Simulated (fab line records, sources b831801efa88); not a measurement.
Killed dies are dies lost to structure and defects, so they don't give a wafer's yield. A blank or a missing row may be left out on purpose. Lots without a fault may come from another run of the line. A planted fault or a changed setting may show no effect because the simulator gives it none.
A struck lot beside a sound one | flow sfq_line | 21 steps out of a route of 325
Sound: wafers L846.1, L846.4, L846.6. Struck: wafers L841.1, L841.5, L841.6. The cause comes at the end.
At each step with rows: each side's tool, then ch and its chambers, then its first start. Under that, the readings that differ: sound wafers | struck wafers | difference of the means | sigmas: that difference in standard deviations of wafers without a fault.
alike: readings whose means differ by less than 2 such deviations, and words and numbers that are the same on both sides. not compared: withheld readings, readings that some wafer has no value for, bounds like >300 that may hide the same value, and numbers for which the record gives no deviation and whose values overlap.
The two part at a step that has a row with sigmas, a row that says differs or no value, or rows on one side only. Numbers that don't overlap but have no deviation are shown without sigmas and don't part them. A reading that every wafer of one side lacks parts them only if that side has two wafers or more.

first, 2 steps without rows for these wafers: SFQ_TRILAYER_M1_LITHO_PEB_042 (peb time 60 s); SFQ_TRILAYER_M1_LITHO_DEVELOP_041 (time 60 s).
SFQ_M1_OVL_MEAS_911:
  sound on overlay-01, day 29 13:43; struck on overlay-01, day 27 18:31
  alike: M1_OVL
SFQ_TRILAYER_M1_BARC_OPEN_METAL_ETCH_054: etches BARC in O2, target depth 125 nm, time 41.7 s.
  sound on rie_metal-03 ch 0, day 29 13:44; struck on rie_metal-03 ch 0,1, day 27 18:32
  alike: bias_w, drypump_motor_current_A, he_backside_leak_sccm, oes_product_au
  not compared: rf_hours_counter_h
then, 1 step without rows for these wafers: SFQ_TRILAYER_M1_ETCH_METAL_ETCH_042 (etches Nb in Cl2/Ar, stops on SiO2, target depth 240 nm, time 120 s).
SFQ_TRILAYER_M1_STRIP_STRIP_043: strips in O2.
  sound on rie_metal-03 ch 0, day 29 14:07; struck on rie_metal-03 ch 0,1, day 27 18:44
  alike: drypump_motor_current_A, he_backside_leak_sccm, oes_product_au
  not compared: rf_hours_counter_h
then, 2 steps without rows for these wafers: SFQ_TRILAYER_M1_STRIP_SOLV_CLEAN_044 (cleans in NMP, time 600 s); SFQ_TRILAYER_I1_DEP_PECVD_045 (deposits SiO2 from SiH4/N2O, time 111.11 s, target thk 500 nm).
SFQ_TRILAYER_I1_CMP_CMP_046: polishes SiO2.
  sound on cmp-01 ch 0,1, day 29 19:52; struck on cmp-02 ch 1,2,3, day 28 00:45
  alike: motor_current_A, slurry_filter_dp_kPa, time_to_endpoint_s
SFQ_I1_BOW_MEAS_912:
  sound on film_metro-03, day 29 22:22; struck on film_metro-04, day 28 02:45
  alike: I1_BOW
then, 2 steps without rows for these wafers: SFQ_TRILAYER_I1_METRO_MEASURE_047; SFQ_TRILAYER_I1_VIA_LITHO_COAT_054 (resist thk 62 nm).
SFQ_TRILAYER_I1_VIA_LITHO_COAT_049: resist thk 650 nm.
  sound on litho_track-03 ch 0, day 29 23:59; struck on litho_track-02 ch 0, day 28 04:22
  reading                                                 | sound           | struck            | difference | sigmas
  model.KrF_of_TRILAYER_I1_VIA_LITHO_COAT_049.thk_nm (nm) | 644.4 646 646.2 | 693.1 694.3 695.7 | +48.8      |
then, 4 steps without rows for these wafers: SFQ_TRILAYER_I1_VIA_LITHO_SOFTBAKE_053; SFQ_TRILAYER_I1_VIA_LITHO_EXPOSE_050 (exposes mask I1, target cd 500 nm); SFQ_TRILAYER_I1_VIA_LITHO_PEB_052 (peb time 60 s); SFQ_TRILAYER_I1_VIA_LITHO_DEVELOP_051 (time 60 s).
-- the record jumps here: 6 days lie between the struck wafers' starts before and after --
SFQ_I1_OVL_MEAS_913:
  sound on overlay-02, day 36 03:38; struck on overlay-01, day 34 08:02
  alike: I1_OVL
SFQ_TRILAYER_I1_VIA_BARC_OPEN_VIA_ETCH_071: etches BARC in O2, target depth 125 nm, time 41.7 s.
  sound on rie_diel-04 ch 1,2, day 36 03:40; struck on rie_diel-02 ch 1,2,3, day 34 08:04
  alike: bias_w, drypump_motor_current_A, oes_product_au
  not compared: rf_hours_counter_h
SFQ_TRILAYER_I1_VIA_ETCH_VIA_ETCH_052: etches SiO2 in CHF3, stops on Nb, target depth 260 nm.
  sound on rie_diel-04 ch 1,2, day 36 03:42; struck on rie_diel-02 ch 1,2,3, day 34 08:07
  reading                                                 | sound             | struck          | difference | sigmas
  model.KrF_of_TRILAYER_I1_VIA_LITHO_COAT_049.thk_nm (nm) | 523.4 524.5 525.1 | 573.2 568.9 574 | +47.7      |
  alike: bias_w, drypump_motor_current_A, oes_product_au
SFQ_TRILAYER_I1_VIA_STRIP_STRIP_053: strips in O2.
  sound on rie_metal-01 ch 0,1, day 36 03:49; struck on rie_metal-04 ch 0,1, day 34 08:13
  alike: drypump_motor_current_A, he_backside_leak_sccm, oes_product_au
  not compared: rf_hours_counter_h

WHERE THEY PART
Nowhere in this record.

WHY: what the simulator had put in
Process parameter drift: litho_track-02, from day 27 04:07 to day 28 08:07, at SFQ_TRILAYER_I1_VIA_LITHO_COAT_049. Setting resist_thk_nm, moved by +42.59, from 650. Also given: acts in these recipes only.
